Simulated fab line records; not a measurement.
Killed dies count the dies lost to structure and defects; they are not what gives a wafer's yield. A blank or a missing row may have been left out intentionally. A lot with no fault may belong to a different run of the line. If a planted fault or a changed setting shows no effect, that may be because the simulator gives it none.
fab line records | flow sky130
record lots=6 | wafers=18 | last_day=50
route steps=708 shown VIA1@460 PAD_OPEN@708
lots that met no fault: taken from a fault-free run of the same line
start_h: hours from the record's opening day to when the first of the lot's shown wafers began | wait_h: hours since the lot's step before | " repeats the value in the row above | L1.1+2: a single row standing in for several wafers | - value missing, or start not given | * or withheld: withheld | < > ~ a bound
route shown NAME@n: a module of which the file shows steps, and the number in the route of the first | usual: mean and standard deviation over wafers with no fault | same: alike in all rows | chamber/n: place in a boat | sites: readings site by site | _std_site: standard deviation across them | _edge_site: the outer-site mean with the inner-site mean subtracted | radius_mm: for every site, how far away it sits from the centre of the wafer | mask NAME#n: copy n | behind: tool/chamber where the wafer was last shaped | hold: cause of the lot's hold/its duration in hours/its outcome | device: the transistor (n, p or np) that didn't switch | end of line: tests run on the same wafers once the route is complete | where a step has no rows: the recipe by itself | killed: dies lost to structure and defects at the first sort, not the wafer's yield | map: dies across one wafer; x = killed, . = not, _ = none there
set.NAME: setting as actually run; set.NAME@STEP: the setting as run at that earlier step | model.NAME: the simulator's own value behind a step, which no gauge read
certain route steps with their lots: each step a table, each wafer a row
services: the hour from which a tool's chamber was out of use, counted from the record's first day as start_h (under 0 if before that day), plus the number of hours and why
## steps
# step SKY_VIA1_CMP_02
# recipe material=SiO2 | down_force_psi=4 | platen_rpm=60 | pad_velocity_m_s=0.94248
# usual motor_current_A=13.1/2.1
lot.wafer | tool   | chamber | start_h | wait_h | motor_current_A
L580.4    | cmp-02 | 2       | 840.99  | 0.0    | 15.8
L580.3    | "      | 1       | "       | "      | 11.2
L580.6    | "      | 3       | "       | "      | 12.4
L583.2    | cmp-02 | 3       | 844.11  | 0.1    | 12.7
L583.1    | "      | 0       | "       | "      | 13.8
L583.5    | "      | 3       | "       | "      | 13.2
L585.3    | cmp-01 | 3       | 887.30  | 0.1    | 12.1
L585.2    | "      | 0       | "       | "      | 10.4
L585.5    | "      | 1       | "       | "      | 10.4
L589.1    | cmp-02 | 3       | 892.41  | 0.1    | 13.3
L589.2    | "      | 0       | "       | "      | 13.5
L589.6    | "      | 1       | "       | "      | 11.2
L590.3    | cmp-01 | 0       | 893.65  | 0.1    | 10.4
L590.1    | "      | 2       | "       | "      | 16.1
L590.6    | "      | 3       | "       | "      | 12.8
L595.4    | cmp-02 | 2       | 926.99  | 0.1    | 15.2
L595.2    | "      | 3       | "       | "      | 12.8
L595.6    | "      | 1       | "       | "      | 11.3
# step SKY_VIA1_BOW_MEAS_03
# recipe mode=bow
# usual VIA1_BOW=82/7.9
lot.wafer | tool          | chamber | start_h | wait_h | VIA1_BOW[um]
L580.3    | film_metro-03 | -       | 841.33  | 0.1    | 70
L580.4    | "             | -       | "       | "      | 87
L580.6    | "             | -       | "       | "      | 71
L583.1    | film_metro-03 | -       | 844.36  | 0.1    | 72
L583.2    | "             | -       | "       | "      | 73
L583.5    | "             | -       | "       | "      | 87
L585.2    | film_metro-01 | -       | 887.52  | 0.1    | 87
L585.3    | "             | -       | "       | "      | 93
L585.5    | "             | -       | "       | "      | 98
L589.1    | film_metro-01 | -       | 892.61  | 0.1    | 90
L589.2    | "             | -       | "       | "      | 89
L589.6    | "             | -       | "       | "      | 79
L590.1    | film_metro-02 | -       | 893.90  | 0.1    | 86
L590.3    | "             | -       | "       | "      | 91
L590.6    | "             | -       | "       | "      | 98
L595.2    | film_metro-02 | -       | 927.21  | 0.1    | 78
L595.4    | "             | -       | "       | "      | 72
L595.6    | "             | -       | "       | "      | 83
# step SKY_VIA1_DEHYDRATE_04
# recipe temp_c=200 | time_s=60
# step SKY_VIA1_HMDS_05
# recipe prime_time_s=60 | prime_temp_c=120
# step SKY_VIA1_COAT_06
# recipe resist=BARC | temp_c=withheld | time_s=withheld | spin_rpm=3000 | resist_thk_nm=60
# step SKY_VIA1_COAT_07
# recipe resist=KrF-thick | spin_rpm=3000 | resist_thk_nm=450
# step SKY_VIA1_SOFTBAKE_08
# recipe temp_c=98.79 | time_s=90 | resist=KrF-thick
# step SKY_VIA1_EXPOSE_09
# recipe mask_id=VIM | na=0.8 | source_shape=annular | sigma_inner=0.55 | sigma_outer=0.85 | target_cd_nm=150 | dose_mj=38
# step SKY_VIA1_PEB_10
# recipe peb_temp_c=withheld | peb_time_s=withheld | resist=KrF-thick
# step SKY_VIA1_DEVELOP_11
# recipe develop_time_s=60 | resist=KrF-thick | dev_temp_c=21
# step SKY_VIA1_CD_MEAS_12
# recipe target_cd_nm=150
# usual cd_nm=149.9/1.5
lot.wafer | tool      | chamber | start_h | wait_h | cd_nm
L580.3    | cd_sem-01 | -       | 867.29  | -      | 152.8
L580.4    | "         | -       | "       | "      | 152.2
L580.6    | "         | -       | "       | "      | 151.0
L583.1    | cd_sem-01 | -       | 870.91  | -      | 149.6
L583.2    | "         | -       | "       | "      | 151.7
L583.5    | "         | -       | "       | "      | 150.3
L585.2    | cd_sem-02 | -       | 913.17  | -      | 148.7
L585.3    | "         | -       | "       | "      | 150.5
L585.5    | "         | -       | "       | "      | 149.4
L589.1    | cd_sem-02 | -       | 917.55  | -      | 148.9
L589.2    | "         | -       | "       | "      | 148.8
L589.6    | "         | -       | "       | "      | 149.4
L590.1    | cd_sem-01 | -       | 919.18  | -      | 147.3
L590.3    | "         | -       | "       | "      | 147.6
L590.6    | "         | -       | "       | "      | 147.4
L595.2    | cd_sem-01 | -       | 951.28  | -      | 149.0
L595.4    | "         | -       | "       | "      | 150.1
L595.6    | "         | -       | "       | "      | 148.7
# step SKY_VIA1_OVL_MEAS_13
# usual VIA1_OVL=2/5.8
lot.wafer | tool       | chamber | start_h | wait_h | VIA1_OVL[nm]
L580.3    | overlay-02 | -       | 867.38  | 0.1    | 0
L580.4    | "          | -       | "       | "      | -5
L580.6    | "          | -       | "       | "      | 0
L583.1    | overlay-02 | -       | 871.03  | 0.1    | -10
L583.2    | "          | -       | "       | "      | -1
L583.5    | "          | -       | "       | "      | -1
L585.2    | overlay-02 | -       | 913.27  | 0.1    | 6
L585.3    | "          | -       | "       | "      | -4
L585.5    | "          | -       | "       | "      | -6
L589.1    | overlay-02 | -       | 917.67  | 0.1    | -8
L589.2    | "          | -       | "       | "      | -4
L589.6    | "          | -       | "       | "      | -3
L590.1    | overlay-02 | -       | 919.30  | 0.1    | 1
L590.3    | "          | -       | "       | "      | 3
L590.6    | "          | -       | "       | "      | 10
L595.2    | overlay-02 | -       | 951.39  | 0.1    | 1
L595.4    | "          | -       | "       | "      | 5
L595.6    | "          | -       | "       | "      | 7
# step SKY_VIA1_ETCH_14
# recipe chemistry=N2/H2 | target=BARC | ion_energy_ev=200 | source_w=500 | bias_w=100 | pressure_mtorr=30 | n2_flow_sccm=100 | h2_flow_sccm=200 | stop_on=SiO2 | time_s=45.9 | target_depth_a=600
# usual drypump_motor_current_A=5.7/0.57 | oes_product_au=0.855/0.0051 | rf_fwd_power_W=495.6/2 | throttle_valve_pct=13.226/0.0098
lot.wafer | tool        | chamber | start_h | wait_h | drypump_motor_current_A | oes_product_au | rf_fwd_power_W | rf_hours_counter_h | throttle_valve_pct | model.KrF-thick_of_VIA1_COAT_07.thk_nm
L580.3    | rie_diel-01 | 1       | 867.40  | 0.0    | 6.0                     | 0.858          | 497.4          | 3                  | 13.225             | 393.6
L580.4    | "           | 0       | "       | "      | 6.1                     | 0.856          | 499.0          | 19                 | 13.229             | 393
L580.6    | "           | 1       | "       | "      | 6.0                     | 0.851          | 497.0          | -                  | 13.227             | 394.6
L583.1    | rie_diel-02 | 1       | 871.07  | 0.0    | 4.9                     | 0.853          | 495.2          | 17                 | 13.225             | 395.4
L583.2    | "           | 3       | "       | "      | 5.5                     | 0.847          | 492.1          | 12                 | 13.215             | 390.9
L583.5    | "           | 0       | "       | "      | 4.8                     | 0.849          | 497.9          | -                  | 13.228             | 393.5
L585.2    | rie_diel-04 | 2       | 913.30  | 0.0    | 5.9                     | 0.854          | 496.3          | 19                 | 13.225             | 396.1
L585.3    | "           | 3       | "       | "      | 5.5                     | 0.855          | 491.6          | 8                  | 13.232             | 394.7
L585.5    | "           | 1       | "       | "      | 5.7                     | 0.848          | 496.9          | -                  | 13.239             | 395.8
L589.1    | rie_diel-01 | 3       | 917.70  | 0.0    | 6.0                     | 0.854          | 578.3          | 8                  | 13.228             | 385.6
L589.2    | "           | 0       | "       | "      | 6.1                     | 0.854          | 576.5          | 20                 | 13.225             | 385.3
L589.6    | "           | 3       | "       | "      | 6.0                     | 0.856          | 577.3          | -                  | 13.209             | 384.5
L590.1    | rie_diel-01 | 1       | 919.34  | 0.0    | 6.0                     | 0.856          | 575.3          | 5                  | 13.220             | 388.9
L590.3    | "           | 2       | "       | "      | 6.3                     | 0.859          | 575.4          | 3                  | 13.244             | 387.2
L590.6    | "           | 3       | "       | "      | 6.0                     | 0.863          | 575.7          | -                  | 13.218             | 389.6
L595.2    | rie_diel-02 | 2       | 951.42  | 0.0    | 4.7                     | 0.852          | 494.1          | 11                 | 13.228             | 394.8
L595.4    | "           | 1       | "       | "      | 4.9                     | 0.851          | 498.1          | 20                 | 13.229             | 392.3
L595.6    | "           | 3       | "       | "      | 5.6                     | 0.845          | 491.6          | -                  | 13.214             | 394.3
# step SKY_VIA1_ETCH_15
# recipe target=SiO2 | chemistry=C4F8/O2/Ar | target_depth_nm=351 | stop_on=TiN | mask_material=KrF-thick | source_w=1500 | bias_w=1200 | pressure_mtorr=40 | c4f8_flow_sccm=withheld | O2_flow_sccm=6 | Ar_flow_sccm=300 | time_s=54
# usual oes_product_au=0.982/0.0053 | rf_fwd_power_W=1487/6.1
lot.wafer | tool        | chamber | start_h | wait_h | oes_product_au | rf_fwd_power_W | rf_hours_counter_h | model.KrF-thick_of_VIA1_COAT_07.thk_nm
L580.3    | rie_diel-01 | 1       | 867.45  | 0.0    | 0.985          | 1490           | 3                  | 324.5
L580.4    | "           | 0       | "       | "      | 0.983          | 1487           | 19                 | 322.2
L580.6    | "           | 1       | "       | "      | 0.982          | 1487           | -                  | 325.4
L583.1    | rie_diel-02 | 1       | 871.11  | 0.0    | 0.984          | 1494           | 17                 | 325.4
L583.2    | "           | 3       | "       | "      | 0.987          | 1481           | 12                 | 320.6
L583.5    | "           | 0       | "       | "      | 0.998          | 1485           | -                  | 322.9
L585.2    | rie_diel-04 | 2       | 913.35  | 0.0    | 0.987          | 1492           | 19                 | 325.6
L585.3    | "           | 3       | "       | "      | 0.986          | 1475           | 8                  | 323.9
L585.5    | "           | 1       | "       | "      | 0.990          | 1486           | -                  | 325.9
L589.1    | rie_diel-01 | 3       | 917.75  | 0.0    | 0.981          | 1489           | 8                  | 315
L589.2    | "           | 0       | "       | "      | 0.985          | 1482           | 20                 | 315.3
L589.6    | "           | 3       | "       | "      | 0.983          | 1489           | -                  | 313.6
L590.1    | rie_diel-01 | 1       | 919.38  | 0.0    | 0.982          | 1478           | 5                  | 318.6
L590.3    | "           | 2       | "       | "      | 0.987          | 1485           | 3                  | 316.1
L590.6    | "           | 3       | "       | "      | 0.982          | 1497           | -                  | 318.9
L595.2    | rie_diel-02 | 2       | 951.46  | 0.0    | 0.982          | 1493           | 11                 | 325.6
L595.4    | "           | 1       | "       | "      | 0.987          | 1496           | 20                 | 322.5
L595.6    | "           | 3       | "       | "      | 0.986          | 1483           | -                  | 324.5
# step SKY_VIA1_STRIP_16
# recipe chemistry=O2/N2 | power_w=1400 | pressure_mtorr=1500 | platen_temp_c=withheld | o2_flow_sccm=3000 | n2_flow_sccm=300 | overash_fraction=0.5
# usual drypump_motor_current_A=5.6/0.41 | oes_product_au=0.416/0.0047 | strip_time_to_endpoint_s=4.466/0.022
lot.wafer | tool            | chamber | start_h | wait_h | drypump_motor_current_A | oes_product_au | rf_hours_counter_h | strip_time_to_endpoint_s
L580.3    | plasma_asher-02 | 0       | 867.53  | 0.1    | 5.1                     | 0.414          | -                  | 4.494
L580.4    | "               | 1       | "       | "      | 5.3                     | 0.415          | -                  | 4.466
L580.6    | "               | 0       | "       | "      | 5.1                     | 0.421          | -                  | 4.464
L583.1    | plasma_asher-02 | 0       | 871.16  | 0.0    | 5.1                     | 0.422          | 43                 | 4.480
L583.2    | "               | 1       | "       | "      | 5.4                     | 0.426          | 43                 | 4.438
L583.5    | "               | 1       | "       | "      | 5.4                     | 0.414          | -                  | 4.464
L585.2    | plasma_asher-04 | 1       | 913.39  | 0.0    | 6.1                     | 0.413          | 108                | 4.488
L585.3    | "               | 1       | "       | "      | 6.1                     | 0.416          | -                  | 4.486
L585.5    | "               | 1       | "       | "      | 6.2                     | 0.407          | -                  | 4.490
L589.1    | plasma_asher-04 | 0       | 917.79  | 0.0    | 6.2                     | 0.407          | 108                | 4.361
L589.2    | "               | 1       | "       | "      | 6.1                     | 0.412          | 108                | 4.367
L589.6    | "               | 0       | "       | "      | 6.2                     | 0.415          | -                  | 4.366
L590.1    | plasma_asher-04 | 1       | 919.42  | 0.0    | 6.1                     | 0.416          | 109                | 4.414
L590.3    | "               | 0       | "       | "      | 6.1                     | 0.412          | -                  | 4.398
L590.6    | "               | 1       | "       | "      | 6.2                     | 0.411          | -                  | 4.434
L595.2    | plasma_asher-02 | 1       | 951.51  | 0.0    | 5.4                     | 0.413          | 51                 | 4.492
L595.4    | "               | 1       | "       | "      | 5.4                     | 0.421          | -                  | 4.458
L595.6    | "               | 0       | "       | "      | 5.1                     | 0.416          | -                  | 4.463
# step SKY_VIA1_STRIP_17
# recipe chemistry=post_etch_residue_remover | time_s=1200 | temp_c=72.5
# step SKY_PAD_OPEN_PROBE_99
# usual defect_limited_yield=82.4/2.1 | killed_at_M0_to_M3=44/7.4 | killed_at_M4_up=3.2/2 | killed_at_contacts=24/5.1 | killed_at_front_end=15/4.8 | killed_at_other=0.2/0.46 | killed_dies=86/10 | killed_open=47/7.5 | killed_short=39/7 | sort_bin_3_pad_short=0.9/0.4 | sort_bin_5_function=10.4/1.5 | sort_bin_6_memory=6.3/1.2 | sort_n_pass=406/10 | sort_yield_pct=82.4/2.1
# same gross_dies=492 | killed_at_back_side=0 | sort_bin_4_leakage[%]=0 | sort_bin_8_speed[%]=0
lot.wafer | tool      | chamber | start_h | wait_h | defect_limited_yield[%] | killed_at_M0_to_M3 | killed_at_M4_up | killed_at_contacts | killed_at_front_end | killed_at_other | killed_dies | killed_open | killed_short | sort_bin_3_pad_short[%] | sort_bin_5_function[%] | sort_bin_6_memory[%] | sort_n_pass | sort_yield_pct[%]
L580.3    | prober-01 | -       | 1133.89 | 0.2    | 82.5                    | 37                 | 9               | 20                 | 20                  | 0               | 86          | 46          | 40           | 0.4                     | 10.4                   | 6.7                  | 406         | 82.5
L580.4    | prober-01 | -       | 1133.94 | 0.2    | 82.9                    | 38                 | 3               | 23                 | 20                  | 0               | 84          | 44          | 40           | 0.8                     | 11.4                   | 4.9                  | 408         | 82.9
L580.6    | prober-01 | -       | 1134.04 | 0.2    | 86.6                    | 34                 | 6               | 19                 | 7                   | 0               | 66          | 35          | 31           | 0.8                     | 9.1                    | 3.5                  | 426         | 86.6
L583.1    | prober-02 | -       | 1135.42 | 0.1    | 78.9                    | 50                 | 3               | 27                 | 23                  | 1               | 104         | 64          | 40           | 0.8                     | 12.2                   | 8.1                  | 388         | 78.9
L583.2    | prober-02 | -       | 1135.47 | 0.1    | 81.3                    | 44                 | 4               | 35                 | 8                   | 1               | 92          | 55          | 37           | 0.8                     | 11.6                   | 6.3                  | 400         | 81.3
L583.5    | prober-02 | -       | 1135.62 | 0.2    | 84.6                    | 39                 | 1               | 25                 | 11                  | 0               | 76          | 34          | 42           | 0.8                     | 8.3                    | 6.3                  | 416         | 84.6
L585.2    | prober-01 | -       | 1167.03 | 0.1    | 79.7                    | 52                 | 3               | 32                 | 13                  | 0               | 100         | 59          | 41           | 1.0                     | 12.4                   | 6.9                  | 392         | 79.7
L585.3    | prober-01 | -       | 1167.08 | 0.2    | 84.8                    | 38                 | 1               | 24                 | 11                  | 1               | 75          | 44          | 31           | 1.0                     | 8.3                    | 5.9                  | 417         | 84.8
L585.5    | prober-01 | -       | 1167.18 | 0.2    | 82.9                    | 45                 | 2               | 27                 | 10                  | 0               | 84          | 54          | 29           | 0.6                     | 12.0                   | 4.5                  | 408         | 82.9
L589.1    | prober-02 | -       | 1170.71 | 0.1    | 82.1                    | 43                 | 1               | 29                 | 15                  | 0               | 88          | 55          | 33           | 1.0                     | 11.6                   | 5.3                  | 404         | 82.1
L589.2    | prober-02 | -       | 1170.76 | 0.1    | 80.3                    | 51                 | 2               | 25                 | 19                  | 0               | 97          | 50          | 46           | 1.0                     | 10.8                   | 7.9                  | 395         | 80.3
L589.6    | prober-02 | -       | 1170.96 | 0.2    | 80.9                    | 51                 | 4               | 18                 | 21                  | 0               | 94          | 48          | 46           | 1.4                     | 11.2                   | 6.5                  | 398         | 80.9
L590.1    | prober-02 | -       | 1173.44 | 0.1    | 83.7                    | 33                 | 5               | 28                 | 14                  | 0               | 80          | 42          | 38           | 0.6                     | 9.8                    | 5.9                  | 412         | 83.7
L590.3    | prober-02 | -       | 1173.54 | 0.2    | 81.5                    | 41                 | 6               | 27                 | 17                  | 0               | 91          | 54          | 37           | 1.0                     | 10.4                   | 7.1                  | 401         | 81.5
L590.6    | prober-02 | -       | 1173.69 | 0.2    | 83.7                    | 41                 | 3               | 20                 | 16                  | 0               | 80          | 35          | 45           | 1.4                     | 8.9                    | 5.9                  | 412         | 83.7
L595.2    | prober-01 | -       | 1193.40 | 0.1    | 83.5                    | 34                 | 1               | 28                 | 18                  | 0               | 81          | 48          | 33           | 0.8                     | 9.8                    | 5.9                  | 411         | 83.5
L595.4    | prober-01 | -       | 1193.50 | 0.2    | 79.5                    | 59                 | 4               | 18                 | 20                  | 0               | 101         | 57          | 44           | 0.2                     | 12.8                   | 7.5                  | 391         | 79.5
L595.6    | prober-01 | -       | 1193.60 | 0.2    | 82.1                    | 48                 | 6               | 19                 | 15                  | 0               | 88          | 54          | 34           | 0.8                     | 9.1                    | 7.9                  | 404         | 82.1
# killed by level:class
L580.3 VIA1:geometric_particle:open=7 LI_CONTACT:geometric_particle:open=7 METAL4:geometric_particle:short=7 POLY_GATE:geometric_particle:open=6 VIA3:geometric_particle:open=6 FIELD_ISO:geometric_particle:open=5 VIA2:geometric_particle:open=5 CONTACT:geometric_particle:short=4
L580.4 FIELD_ISO:geometric_particle:open=10 VIA1:geometric_particle:open=7 CONTACT:geometric_particle:short=6 VIA2:geometric_particle:open=6 VIA3:geometric_particle:open=6 LOCAL_INTERCONNECT:geometric_particle:short=5 CONTACT:geometric_particle:open=5 METAL1:geometric_particle:short=5
L580.6 VIA1:geometric_particle:open=8 VIA2:geometric_particle:open=8 CONTACT:geometric_particle:open=5 METAL1:geometric_particle:short=5 METAL4:geometric_particle:short=4 LI_CONTACT:geometric_particle:open=3 LI_CONTACT:geometric_particle:short=3 LOCAL_INTERCONNECT:geometric_particle:short=3
L583.1 VIA1:geometric_particle:open=15 CONTACT:geometric_particle:open=10 LI_CONTACT:geometric_particle:open=10 VIA2:geometric_particle:open=8 VIA1:geometric_particle:short=7 FIELD_ISO:geometric_particle:short=4 FIELD_ISO:geometric_particle:open=4 POLY_GATE:geometric_particle:short=4
L583.2 CONTACT:geometric_particle:open=12 VIA1:geometric_particle:open=11 VIA3:geometric_particle:open=9 METAL2:geometric_particle:short=9 LI_CONTACT:geometric_particle:open=7 LOCAL_INTERCONNECT:geometric_particle:short=6 CONTACT:geometric_particle:short=6 METAL1:geometric_particle:short=5
L583.5 LOCAL_INTERCONNECT:geometric_particle:short=7 CONTACT:geometric_particle:open=7 FIELD_ISO:geometric_particle:short=6 VIA2:geometric_particle:open=6 LI_CONTACT:geometric_particle:open=5 METAL2:geometric_particle:short=5 VIA3:geometric_particle:open=5 METAL1:geometric_particle:short=4
L585.2 CONTACT:geometric_particle:open=13 VIA1:geometric_particle:open=10 METAL1:geometric_particle:short=9 LI_CONTACT:geometric_particle:open=8 CONTACT:geometric_particle:short=7 VIA3:geometric_particle:open=7 VIA2:geometric_particle:open=5 VIA1:geometric_particle:short=5
L585.3 VIA1:geometric_particle:open=11 CONTACT:geometric_particle:open=9 LI_CONTACT:geometric_particle:open=5 VIA1:geometric_particle:short=5 FIELD_ISO:geometric_particle:short=4 LOCAL_INTERCONNECT:geometric_particle:short=4 VIA2:geometric_particle:open=4 VIA3:geometric_particle:open=4
L585.5 VIA1:geometric_particle:open=15 CONTACT:geometric_particle:open=10 VIA2:geometric_particle:open=7 METAL3:geometric_particle:short=6 CONTACT:geometric_particle:short=6 VIA3:geometric_particle:open=5 LI_CONTACT:geometric_particle:open=4 METAL1:geometric_particle:short=4
L589.1 CONTACT:geometric_particle:open=15 VIA2:geometric_particle:open=13 VIA3:geometric_particle:open=7 FIELD_ISO:geometric_particle:short=6 CONTACT:geometric_particle:short=6 VIA1:geometric_particle:short=6 LI_CONTACT:geometric_particle:open=5 VIA1:geometric_particle:open=5
L589.2 VIA3:geometric_particle:open=15 CONTACT:geometric_particle:open=10 POLY_GATE:geometric_particle:short=8 VIA2:geometric_particle:open=8 FIELD_ISO:geometric_particle:short=7 METAL1:geometric_particle:short=7 CONTACT:geometric_particle:short=6 LI_CONTACT:geometric_particle:open=6
L589.6 VIA2:geometric_particle:open=10 VIA2:geometric_particle:short=8 METAL2:geometric_particle:short=7 CONTACT:geometric_particle:open=7 VIA1:geometric_particle:short=7 VIA3:geometric_particle:open=7 VIA1:geometric_particle:open=6 POLY_GATE:geometric_particle:open=6
L590.1 CONTACT:geometric_particle:open=10 CONTACT:geometric_particle:short=7 POLY_GATE:geometric_particle:open=6 VIA2:geometric_particle:open=6 LI_CONTACT:geometric_particle:open=5 POLY_GATE:geometric_particle:short=4 METAL2:geometric_particle:short=4 VIA1:geometric_particle:open=4
L590.3 CONTACT:geometric_particle:open=10 VIA1:geometric_particle:open=9 VIA3:geometric_particle:open=9 LOCAL_INTERCONNECT:geometric_particle:short=8 POLY_GATE:geometric_particle:short=5 LI_CONTACT:geometric_particle:open=5 METAL4:geometric_particle:short=5 METAL2:geometric_particle:short=5
L590.6 CONTACT:geometric_particle:open=10 VIA2:geometric_particle:open=10 VIA1:geometric_particle:short=7 FIELD_ISO:geometric_particle:short=5 LI_CONTACT:geometric_particle:short=5 POLY_GATE:geometric_particle:short=5 VIA1:geometric_particle:open=5 METAL2:geometric_particle:short=4
L595.2 VIA1:geometric_particle:open=14 LI_CONTACT:geometric_particle:open=11 CONTACT:geometric_particle:open=6 METAL2:geometric_particle:short=6 FIELD_ISO:geometric_particle:short=5 FIELD_ISO:geometric_particle:open=5 LOCAL_INTERCONNECT:geometric_particle:short=5 VIA1:geometric_particle:short=5
L595.4 VIA1:geometric_particle:open=15 METAL1:geometric_particle:short=9 POLY_GATE:geometric_particle:short=7 LI_CONTACT:geometric_particle:open=7 CONTACT:geometric_particle:open=6 METAL2:geometric_particle:open=6 METAL2:geometric_particle:short=5 METAL3:geometric_particle:short=5
L595.6 VIA1:geometric_particle:open=15 POLY_GATE:geometric_particle:open=7 CONTACT:geometric_particle:open=6 FIELD_ISO:geometric_particle:open=5 VIA3:geometric_particle:open=5 METAL2:geometric_particle:short=5 METAL1:geometric_particle:short=4 LOCAL_INTERCONNECT:geometric_particle:short=4
## services
tool            | chamber | start_h | hours | kind
rie_diel-04     | -       | 828.50  | 0.4   | repair
plasma_asher-04 | -       | 829.35  | 28.1  | pm
cmp-02          | -       | 834.17  | 6.7   | pm
cmp-02          | -       | 842.16  | 1.8   | repair
rie_diel-02     | 0       | 859.79  | 3.9   | repair
rie_diel-04     | 1       | 864.38  | 19.1  | repair
rie_diel-04     | 3       | 892.76  | 15.7  | repair
plasma_asher-04 | -       | 899.44  | 2.8   | pm
cmp-01          | -       | 912.00  | 4.0   | pm
cmp-01          | -       | 916.00  | -     | consumable_replace:conditioner
cmp-01          | -       | 916.00  | -     | consumable_replace:pad
cmp-02          | -       | 916.12  | 0.3   | repair
cmp-02          | -       | 922.79  | 2.2   | repair
## key
first_sign step=SKY_VIA1_ETCH_14 | reading=rf_fwd_power_W | direction=up | sigmas=41 | usual=495.6 | struck=576.4
effect step=SKY_VIA1_STRIP_16 | reading=strip_time_to_endpoint_s | direction=down | sigmas=3.4 | usual=* | struck=*
model_effect step=SKY_VIA1_ETCH_14 | value=KrF-thick_of_VIA1_COAT_07.thk_nm | without=393 | struck=386.9
model_effect step=SKY_VIA1_ETCH_15 | value=KrF-thick_of_VIA1_COAT_07.thk_nm | without=322.4 | struck=316.3
met_at SKY_VIA1_ETCH_14
struck_wafers L589.1,L589.2,L589.6,L590.1,L590.3,L590.6
onset_between 867.40 917.70
fault kind=process_parameter_drift | tool=rie_diel-01 | chamber=- | onset_h=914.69 | steps=SKY_VIA1_ETCH_14 | channel=source_w | offset=80 | shape=step | end_h=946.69 | acts_in=these_recipes_only | stated=500
